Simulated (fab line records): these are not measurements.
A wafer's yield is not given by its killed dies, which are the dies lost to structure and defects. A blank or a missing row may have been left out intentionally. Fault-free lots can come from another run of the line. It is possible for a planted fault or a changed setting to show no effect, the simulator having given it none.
fab line records :: flow sky130 :: part 2 of 2: steps 32 to 43 of 43
record
  lots=5
  wafers=15
  last_day=49
route steps=708 shown VT_ADJUST_NCORE@127 VT_ADJUST_HVTR@131 VT_ADJUST_PCH@143 SONOS_TUNNEL@154 SONOS_ONO@168
lots that met no fault: from a run of the same line without faults
start_h: the number of hours between the record's first day and the start of the first shown wafer of the lot :: wait_h: hours from the lot's prior step to this one :: " the same as in the row above :: L1.1+2: a single row standing in for several wafers :: - no value present, or no start provided :: * or withheld: withheld :: < > ~ a bound
route shown NAME@n: NAME is a module with steps in the file, n the number in the route of the first one :: usual: mean/standard deviation of fault-free wafers :: same: alike in all rows :: chamber/n: place in a boat :: sites: the reading at each site :: _std_site: how widely they spread, as a standard deviation :: _edge_site: inner sites' mean taken away from outer sites' mean :: radius_mm: how far each site lies from the wafer's centre :: mask NAME#n: copy n :: behind: tool/chamber where the wafer was last shaped :: hold: what put the lot on hold/how long, in hours/how the hold closed :: device: the n, p or np transistor that did not switch :: end of line: tests of these same wafers at the route's end :: a step with no rows: only its recipe :: killed: the dies lost at the first sort to structure and to defects; this is not the yield of the wafer :: map: shows each die of a wafer: x if killed, . if not, _ if none is there
set.NAME: the setting that was run; set.NAME@STEP: the one run at that earlier step :: model.NAME: the simulator's own value behind a step, which no gauge read
certain route steps with their lots: each step a table, each wafer a row
services: a tool's chamber out of use, with start hour (start_h, from the record's first day; less than 0 if before it), hours out, and reason
## steps
# step SKY_SONOS_TUNNEL_EXPOSE_04
# recipe
  mask_id=TUNM
  na=0.6
  source_shape=conventional
  sigma_outer=0.6
  polarization=unpolarized
  target_cd_nm=410
  dose_mj=136
# usual
  stage_vel_mm_s=499.99/0.26
lot.wafer: L081.2
tool: iline_stepper-02
chamber: 0
start_h: -
wait_h: -
mask: TUNM#0
stage_vel_mm_s: 499.72

lot.wafer: L081.4
tool: iline_stepper-02
chamber: 0
start_h: -
wait_h: -
mask: TUNM#0
stage_vel_mm_s: 499.84

lot.wafer: L081.6
tool: iline_stepper-02
chamber: 0
start_h: -
wait_h: -
mask: TUNM#0
stage_vel_mm_s: 499.70

lot.wafer: L085.1
tool: iline_stepper-01
chamber: 0
start_h: -
wait_h: -
mask: TUNM#0
stage_vel_mm_s: 500.34

lot.wafer: L085.4
tool: iline_stepper-01
chamber: 0
start_h: -
wait_h: -
mask: TUNM#0
stage_vel_mm_s: 500.40

lot.wafer: L085.6
tool: iline_stepper-01
chamber: 0
start_h: -
wait_h: -
mask: TUNM#0
stage_vel_mm_s: 500.11

lot.wafer: L086.2
tool: iline_stepper-01
chamber: 0
start_h: -
wait_h: -
mask: TUNM#0
stage_vel_mm_s: 500.30

lot.wafer: L086.3
tool: iline_stepper-01
chamber: 0
start_h: -
wait_h: -
mask: TUNM#0
stage_vel_mm_s: 499.61

lot.wafer: L086.4
tool: iline_stepper-01
chamber: 0
start_h: -
wait_h: -
mask: TUNM#0
stage_vel_mm_s: 499.71

lot.wafer: L090.2
tool: iline_stepper-02
chamber: 0
start_h: -
wait_h: -
mask: TUNM#0
stage_vel_mm_s: 500.13

lot.wafer: L090.4
tool: iline_stepper-02
chamber: 0
start_h: -
wait_h: -
mask: TUNM#0
stage_vel_mm_s: 500.08

lot.wafer: L090.5
tool: iline_stepper-02
chamber: 0
start_h: -
wait_h: -
mask: TUNM#0
stage_vel_mm_s: 500.82

lot.wafer: L091.1
tool: iline_stepper-02
chamber: 0
start_h: -
wait_h: -
mask: TUNM#0
stage_vel_mm_s: 499.81

lot.wafer: L091.2
tool: iline_stepper-02
chamber: 0
start_h: -
wait_h: -
mask: TUNM#0
stage_vel_mm_s: 499.79

lot.wafer: L091.5
tool: iline_stepper-02
chamber: 0
start_h: -
wait_h: -
mask: TUNM#0
stage_vel_mm_s: 500.16
# step SKY_SONOS_TUNNEL_PEB_05
# recipe
  temp_c=withheld
  time_s=*
  resist=NOVOLAK
lot.wafer: L081.2+4+6
tool: litho_track-04
chamber: 0
start_h: -
wait_h: -

lot.wafer: L085.1+4+6
tool: litho_track-04
chamber: 0
start_h: -
wait_h: -

lot.wafer: L086.2+3+4
tool: litho_track-02
chamber: 0
start_h: -
wait_h: -

lot.wafer: L090.2+4+5
tool: litho_track-01
chamber: 0
start_h: -
wait_h: -

lot.wafer: L091.1+2+5
tool: litho_track-04
chamber: 0
start_h: -
wait_h: -
# step SKY_SONOS_TUNNEL_DEVELOP_06
# recipe
  resist=NOVOLAK
  developer=TMAH
  develop_time_s=60
  dev_temp_c=23
lot.wafer: L081.2+4+6
tool: litho_track-04
chamber: 0
start_h: 298.66
wait_h: 0.1

lot.wafer: L085.1+4+6
tool: litho_track-04
chamber: 0
start_h: 326.33
wait_h: 0.1

lot.wafer: L086.2+3+4
tool: litho_track-02
chamber: 0
start_h: 334.31
wait_h: 0.1

lot.wafer: L090.2+4+5
tool: litho_track-01
chamber: 0
start_h: 365.71
wait_h: 0.1

lot.wafer: L091.1+2+5
tool: litho_track-04
chamber: 0
start_h: 374.48
wait_h: 0.1
# step SKY_SONOS_TUNNEL_CD_MEAS_07
# recipe
  target_cd_nm=410
# usual
  cd_nm=409.7/2.1
lot.wafer: L081.2
tool: cd_sem-01
chamber: -
start_h: 298.80
wait_h: 0.1
cd_nm: 409.2

lot.wafer: L081.4
tool: cd_sem-01
chamber: -
start_h: 298.80
wait_h: 0.1
cd_nm: 407.8

lot.wafer: L081.6
tool: cd_sem-01
chamber: -
start_h: 298.80
wait_h: 0.1
cd_nm: 408.7

lot.wafer: L085.1
tool: cd_sem-01
chamber: -
start_h: 326.48
wait_h: 0.1
cd_nm: 410.2

lot.wafer: L085.4
tool: cd_sem-01
chamber: -
start_h: 326.48
wait_h: 0.1
cd_nm: 409.7

lot.wafer: L085.6
tool: cd_sem-01
chamber: -
start_h: 326.48
wait_h: 0.1
cd_nm: 408.8

lot.wafer: L086.2
tool: cd_sem-02
chamber: -
start_h: 334.46
wait_h: 0.1
cd_nm: 408.1

lot.wafer: L086.3
tool: cd_sem-02
chamber: -
start_h: 334.46
wait_h: 0.1
cd_nm: 407.3

lot.wafer: L086.4
tool: cd_sem-02
chamber: -
start_h: 334.46
wait_h: 0.1
cd_nm: 408.5

lot.wafer: L090.2
tool: cd_sem-02
chamber: -
start_h: 365.86
wait_h: 0.1
cd_nm: 404.2

lot.wafer: L090.4
tool: cd_sem-02
chamber: -
start_h: 365.86
wait_h: 0.1
cd_nm: 406.5

lot.wafer: L090.5
tool: cd_sem-02
chamber: -
start_h: 365.86
wait_h: 0.1
cd_nm: 406.4

lot.wafer: L091.1
tool: cd_sem-02
chamber: -
start_h: 374.63
wait_h: 0.1
cd_nm: 409.8

lot.wafer: L091.2
tool: cd_sem-02
chamber: -
start_h: 374.63
wait_h: 0.1
cd_nm: 409.2

lot.wafer: L091.5
tool: cd_sem-02
chamber: -
start_h: 374.63
wait_h: 0.1
cd_nm: 408.7
# step SKY_SONOS_TUNNEL_OVL_MEAS_08
# usual
  SONOS_TUNNEL_OVL=-0.8/1.3
lot.wafer: L081.2
tool: overlay-01
chamber: -
start_h: 298.91
wait_h: 0.1
SONOS_TUNNEL_OVL[nm]: -0.1

lot.wafer: L081.4
tool: overlay-01
chamber: -
start_h: 298.91
wait_h: 0.1
SONOS_TUNNEL_OVL[nm]: -0.2

lot.wafer: L081.6
tool: overlay-01
chamber: -
start_h: 298.91
wait_h: 0.1
SONOS_TUNNEL_OVL[nm]: 0.5

lot.wafer: L085.1
tool: overlay-01
chamber: -
start_h: 326.60
wait_h: 0.1
SONOS_TUNNEL_OVL[nm]: -1.1

lot.wafer: L085.4
tool: overlay-01
chamber: -
start_h: 326.60
wait_h: 0.1
SONOS_TUNNEL_OVL[nm]: 0.1

lot.wafer: L085.6
tool: overlay-01
chamber: -
start_h: 326.60
wait_h: 0.1
SONOS_TUNNEL_OVL[nm]: -0.3

lot.wafer: L086.2
tool: overlay-01
chamber: -
start_h: 334.56
wait_h: 0.1
SONOS_TUNNEL_OVL[nm]: -2.4

lot.wafer: L086.3
tool: overlay-01
chamber: -
start_h: 334.56
wait_h: 0.1
SONOS_TUNNEL_OVL[nm]: -1.9

lot.wafer: L086.4
tool: overlay-01
chamber: -
start_h: 334.56
wait_h: 0.1
SONOS_TUNNEL_OVL[nm]: -1.6

lot.wafer: L090.2
tool: overlay-02
chamber: -
start_h: 365.96
wait_h: 0.1
SONOS_TUNNEL_OVL[nm]: 0.3

lot.wafer: L090.4
tool: overlay-02
chamber: -
start_h: 365.96
wait_h: 0.1
SONOS_TUNNEL_OVL[nm]: 1.0

lot.wafer: L090.5
tool: overlay-02
chamber: -
start_h: 365.96
wait_h: 0.1
SONOS_TUNNEL_OVL[nm]: 0.6

lot.wafer: L091.1
tool: overlay-02
chamber: -
start_h: 374.75
wait_h: 0.1
SONOS_TUNNEL_OVL[nm]: 0.9

lot.wafer: L091.2
tool: overlay-02
chamber: -
start_h: 374.75
wait_h: 0.1
SONOS_TUNNEL_OVL[nm]: 1.0

lot.wafer: L091.5
tool: overlay-02
chamber: -
start_h: 374.75
wait_h: 0.1
SONOS_TUNNEL_OVL[nm]: 1.0
# step SKY_SONOS_TUNNEL_IMPLANT_09
# recipe
  species=B
  energy_kev=20
  dose_cm2=1e+12
  tilt_deg=withheld
lot.wafer: L081.2+4+6
tool: implanter-01
chamber: 0
start_h: 298.96
wait_h: 0.0

lot.wafer: L085.1+4+6
tool: implanter-04
chamber: 0
start_h: 326.64
wait_h: 0.0

lot.wafer: L086.2+3+4
tool: implanter-02
chamber: 0
start_h: 334.62
wait_h: 0.0

lot.wafer: L090.2+4+5
tool: implanter-01
chamber: 0
start_h: 366.02
wait_h: 0.0

lot.wafer: L091.1+2+5
tool: implanter-01
chamber: 0
start_h: 374.79
wait_h: 0.0
# step SKY_SONOS_TUNNEL_WET_ETCH_10
# recipe
  chemistry=dHF
  target_depth_nm=14
  target=SiO2
  dilution=100:1
  temp_c=25
  time_s=280
lot.wafer: L081.2+4+6
tool: wet_bench-02
chamber: 2
start_h: 299.09
wait_h: 0.1

lot.wafer: L085.1+4+6
tool: wet_bench-02
chamber: 2
start_h: 326.79
wait_h: 0.1

lot.wafer: L086.2+3+4
tool: wet_bench-03
chamber: 0
start_h: 334.74
wait_h: 0.1

lot.wafer: L090.2+4+5
tool: wet_bench-04
chamber: 0
start_h: 366.14
wait_h: 0.1

lot.wafer: L091.1+2+5
tool: wet_bench-02
chamber: 3
start_h: 374.94
wait_h: 0.1
# step SKY_SONOS_TUNNEL_STRIP_11
# recipe
  chemistry=SPM
  time_s=600
  temp_c=130
lot.wafer: L081.2+4+6
tool: wet_bench-04
chamber: 2
start_h: 299.18
wait_h: 0.0

lot.wafer: L085.1+4+6
tool: wet_bench-03
chamber: 3
start_h: 326.88
wait_h: 0.0

lot.wafer: L086.2+3+4
tool: wet_bench-04
chamber: 1
start_h: 334.84
wait_h: 0.0

lot.wafer: L090.2+4+5
tool: wet_bench-03
chamber: 2
start_h: 366.25
wait_h: 0.0

lot.wafer: L091.1+2+5
tool: wet_bench-03
chamber: 2
start_h: 375.03
wait_h: 0.0
# step SKY_SONOS_TUNNEL_TW_MEAS_12
# usual
  SONOS_TUNNEL_TW=199.3/0.82
lot.wafer: L081.2
tool: film_metro-02
chamber: -
start_h: 299.36
wait_h: 0.0
SONOS_TUNNEL_TW: 198.4

lot.wafer: L081.4
tool: film_metro-02
chamber: -
start_h: 299.36
wait_h: 0.0
SONOS_TUNNEL_TW: 198.6

lot.wafer: L081.6
tool: film_metro-02
chamber: -
start_h: 299.36
wait_h: 0.0
SONOS_TUNNEL_TW: 199.0

lot.wafer: L085.1
tool: film_metro-01
chamber: -
start_h: 327.07
wait_h: 0.0
SONOS_TUNNEL_TW: 200.3

lot.wafer: L085.4
tool: film_metro-01
chamber: -
start_h: 327.07
wait_h: 0.0
SONOS_TUNNEL_TW: 199.6

lot.wafer: L085.6
tool: film_metro-01
chamber: -
start_h: 327.07
wait_h: 0.0
SONOS_TUNNEL_TW: 199.4

lot.wafer: L086.2
tool: film_metro-03
chamber: -
start_h: 335.04
wait_h: 0.0
SONOS_TUNNEL_TW: 198.4

lot.wafer: L086.3
tool: film_metro-03
chamber: -
start_h: 335.04
wait_h: 0.0
SONOS_TUNNEL_TW: 199.6

lot.wafer: L086.4
tool: film_metro-03
chamber: -
start_h: 335.04
wait_h: 0.0
SONOS_TUNNEL_TW: 198.9

lot.wafer: L090.2
tool: film_metro-01
chamber: -
start_h: 366.67
wait_h: 0.0
SONOS_TUNNEL_TW: 200.1

lot.wafer: L090.4
tool: film_metro-01
chamber: -
start_h: 366.67
wait_h: 0.0
SONOS_TUNNEL_TW: 200.7

lot.wafer: L090.5
tool: film_metro-01
chamber: -
start_h: 366.67
wait_h: 0.0
SONOS_TUNNEL_TW: 199.7

lot.wafer: L091.1
tool: film_metro-02
chamber: -
start_h: 375.38
wait_h: 0.0
SONOS_TUNNEL_TW: 200.0

lot.wafer: L091.2
tool: film_metro-02
chamber: -
start_h: 375.38
wait_h: 0.0
SONOS_TUNNEL_TW: 199.3

lot.wafer: L091.5
tool: film_metro-02
chamber: -
start_h: 375.38
wait_h: 0.0
SONOS_TUNNEL_TW: 199.6
# step SKY_SONOS_TUNNEL_CLEAN_13
# recipe
  chemistry=dHF
  time_s=20
  dilution=100:1
  dry=ipa_marangoni
lot.wafer: L081.2+4+6
tool: wet_bench-03
chamber: 2
start_h: 299.41
wait_h: 0.0

lot.wafer: L085.1+4+6
tool: wet_bench-04
chamber: 1
start_h: 327.13
wait_h: 0.1

lot.wafer: L086.2+3+4
tool: wet_bench-03
chamber: 3
start_h: 335.09
wait_h: 0.0

lot.wafer: L090.2+4+5
tool: wet_bench-04
chamber: 0
start_h: 366.72
wait_h: 0.0

lot.wafer: L091.1+2+5
tool: wet_bench-04
chamber: 1
start_h: 375.44
wait_h: 0.1
# step SKY_SONOS_ONO_OXIDATION_00
# recipe
  temp_c=800
  ambient=O2
  idle_temp_c=700
  ramp_up_c_per_min=10
  ramp_down_c_per_min=3
  stabilise_s=600
  purge_s=300
  target_thk_a=26
  ox_time_s=1249
# usual
  spike_tc_centre_C=800.4/1
  spike_tc_lower_C=801.1/1
  zone_power_upper_pct=13.3/0.33
lot.wafer: L081.2
tool: furnace-01
chamber: 0
start_h: 302.03
wait_h: 2.6
spike_tc_centre_C: 802.6
spike_tc_lower_C: 802.5
zone_power_upper_pct: 13.1

lot.wafer: L081.4
tool: furnace-01
chamber: 0
start_h: 302.03
wait_h: 2.6
spike_tc_centre_C: 797.6
spike_tc_lower_C: 799.5
zone_power_upper_pct: 13.2

lot.wafer: L081.6
tool: furnace-01
chamber: 0
start_h: 302.03
wait_h: 2.6
spike_tc_centre_C: 801.0
spike_tc_lower_C: 801.8
zone_power_upper_pct: 13.3

lot.wafer: L085.1
tool: furnace-01
chamber: 0
start_h: 328.68
wait_h: 1.5
spike_tc_centre_C: 799.1
spike_tc_lower_C: 800.2
zone_power_upper_pct: 12.8

lot.wafer: L085.4
tool: furnace-01
chamber: 0
start_h: 328.68
wait_h: 1.5
spike_tc_centre_C: 800.4
spike_tc_lower_C: 800.3
zone_power_upper_pct: 13.1

lot.wafer: L085.6
tool: furnace-01
chamber: 0
start_h: 328.68
wait_h: 1.5
spike_tc_centre_C: 799.7
spike_tc_lower_C: 799.7
zone_power_upper_pct: 13.1

lot.wafer: L086.2
tool: furnace-02
chamber: 0
start_h: 335.10
wait_h: 0.0
spike_tc_centre_C: 800.6
spike_tc_lower_C: 800.5
zone_power_upper_pct: 13.7

lot.wafer: L086.3
tool: furnace-02
chamber: 0
start_h: 335.10
wait_h: 0.0
spike_tc_centre_C: 800.3
spike_tc_lower_C: 801.5
zone_power_upper_pct: 13.8

lot.wafer: L086.4
tool: furnace-02
chamber: 0
start_h: 335.10
wait_h: 0.0
spike_tc_centre_C: 800.2
spike_tc_lower_C: 800.7
zone_power_upper_pct: 13.8

lot.wafer: L090.2
tool: furnace-02
chamber: 0
start_h: 367.16
wait_h: 0.4
spike_tc_centre_C: 800.0
spike_tc_lower_C: 800.3
zone_power_upper_pct: 13.8

lot.wafer: L090.4
tool: furnace-02
chamber: 0
start_h: 367.16
wait_h: 0.4
spike_tc_centre_C: 801.0
spike_tc_lower_C: 800.4
zone_power_upper_pct: 13.9

lot.wafer: L090.5
tool: furnace-02
chamber: 0
start_h: 367.16
wait_h: 0.4
spike_tc_centre_C: 799.8
spike_tc_lower_C: 801.3
zone_power_upper_pct: 13.7

lot.wafer: L091.1
tool: furnace-01
chamber: 0
start_h: 376.80
wait_h: 1.3
spike_tc_centre_C: 799.7
spike_tc_lower_C: 801.2
zone_power_upper_pct: 13.2

lot.wafer: L091.2
tool: furnace-01
chamber: 0
start_h: 376.80
wait_h: 1.3
spike_tc_centre_C: 800.4
spike_tc_lower_C: 800.9
zone_power_upper_pct: 13.0

lot.wafer: L091.5
tool: furnace-01
chamber: 0
start_h: 376.80
wait_h: 1.3
spike_tc_centre_C: 801.5
spike_tc_lower_C: 799.7
zone_power_upper_pct: 13.2
# step SKY_SONOS_ONO_THK_MEAS_01
# recipe
  reads=SiO2_of_SONOS_ONO_OXIDATION_00
# usual
  SONOS_ONO_OXIDATION_THK=2.60/0.06
lot.wafer: L081.2
tool: film_metro-02
chamber: -
start_h: 303.38
wait_h: 0.0
SONOS_ONO_OXIDATION_THK[nm]: 2.59

lot.wafer: L081.4
tool: film_metro-02
chamber: -
start_h: 303.38
wait_h: 0.0
SONOS_ONO_OXIDATION_THK[nm]: 2.63

lot.wafer: L081.6
tool: film_metro-02
chamber: -
start_h: 303.38
wait_h: 0.0
SONOS_ONO_OXIDATION_THK[nm]: 2.62

lot.wafer: L085.1
tool: film_metro-04
chamber: -
start_h: 330.03
wait_h: 0.0
SONOS_ONO_OXIDATION_THK[nm]: 2.57

lot.wafer: L085.4
tool: film_metro-04
chamber: -
start_h: 330.03
wait_h: 0.0
SONOS_ONO_OXIDATION_THK[nm]: 2.64

lot.wafer: L085.6
tool: film_metro-04
chamber: -
start_h: 330.03
wait_h: 0.0
SONOS_ONO_OXIDATION_THK[nm]: 2.63

lot.wafer: L086.2
tool: film_metro-01
chamber: -
start_h: 336.46
wait_h: 0.0
SONOS_ONO_OXIDATION_THK[nm]: 2.46

lot.wafer: L086.3
tool: film_metro-01
chamber: -
start_h: 336.46
wait_h: 0.0
SONOS_ONO_OXIDATION_THK[nm]: 2.51

lot.wafer: L086.4
tool: film_metro-01
chamber: -
start_h: 336.46
wait_h: 0.0
SONOS_ONO_OXIDATION_THK[nm]: 2.48

lot.wafer: L090.2
tool: film_metro-04
chamber: -
start_h: 368.51
wait_h: 0.0
SONOS_ONO_OXIDATION_THK[nm]: 2.69

lot.wafer: L090.4
tool: film_metro-04
chamber: -
start_h: 368.51
wait_h: 0.0
SONOS_ONO_OXIDATION_THK[nm]: 2.69

lot.wafer: L090.5
tool: film_metro-04
chamber: -
start_h: 368.51
wait_h: 0.0
SONOS_ONO_OXIDATION_THK[nm]: 2.78

lot.wafer: L091.1
tool: film_metro-01
chamber: -
start_h: 378.14
wait_h: 0.0
SONOS_ONO_OXIDATION_THK[nm]: 2.71

lot.wafer: L091.2
tool: film_metro-01
chamber: -
start_h: 378.14
wait_h: 0.0
SONOS_ONO_OXIDATION_THK[nm]: 2.65

lot.wafer: L091.5
tool: film_metro-01
chamber: -
start_h: 378.14
wait_h: 0.0
SONOS_ONO_OXIDATION_THK[nm]: 2.64
## services
tool: furnace-02
chamber: -
start_h: 209.37
hours: 104.2
kind: pm

tool: implanter-01
chamber: -
start_h: 243.16
hours: 2.4
kind: repair

tool: iline_stepper-01
chamber: -
start_h: 249.81
hours: 1.7
kind: pm

tool: plasma_asher-01
chamber: -
start_h: 255.15
hours: 1.7
kind: repair

tool: implanter-02
chamber: -
start_h: 272.05
hours: 1.7
kind: repair

tool: iline_stepper-02
chamber: -
start_h: 275.03
hours: 1.7
kind: pm

tool: iline_stepper-01
chamber: -
start_h: 275.53
hours: 27.0
kind: repair

tool: plasma_asher-02
chamber: -
start_h: 279.06
hours: 2.4
kind: repair

tool: iline_stepper-01
chamber: -
start_h: 307.24
hours: 0.7
kind: repair

tool: implanter-03
chamber: -
start_h: 313.53
hours: 4.0
kind: repair

tool: furnace-02
chamber: -
start_h: 313.60
hours: 3.8
kind: pm

tool: furnace-02
chamber: -
start_h: 317.39
hours: 3.2
kind: pm

tool: plasma_asher-03
chamber: -
start_h: 334.27
hours: 2.8
kind: pm

tool: furnace-01
chamber: -
start_h: 338.41
hours: 3.4
kind: pm

tool: implanter-01
chamber: -
start_h: 341.76
hours: 7.0
kind: pm

tool: plasma_asher-01
chamber: -
start_h: 343.33
hours: 2.8
kind: pm

tool: implanter-01
chamber: -
start_h: 348.73
hours: 3.2
kind: pm

tool: implanter-03
chamber: -
start_h: 348.97
hours: 3.5
kind: repair

tool: implanter-02
chamber: -
start_h: 360.94
hours: 2.6
kind: repair

tool: implanter-04
chamber: -
start_h: 373.53
hours: 1.8
kind: repair
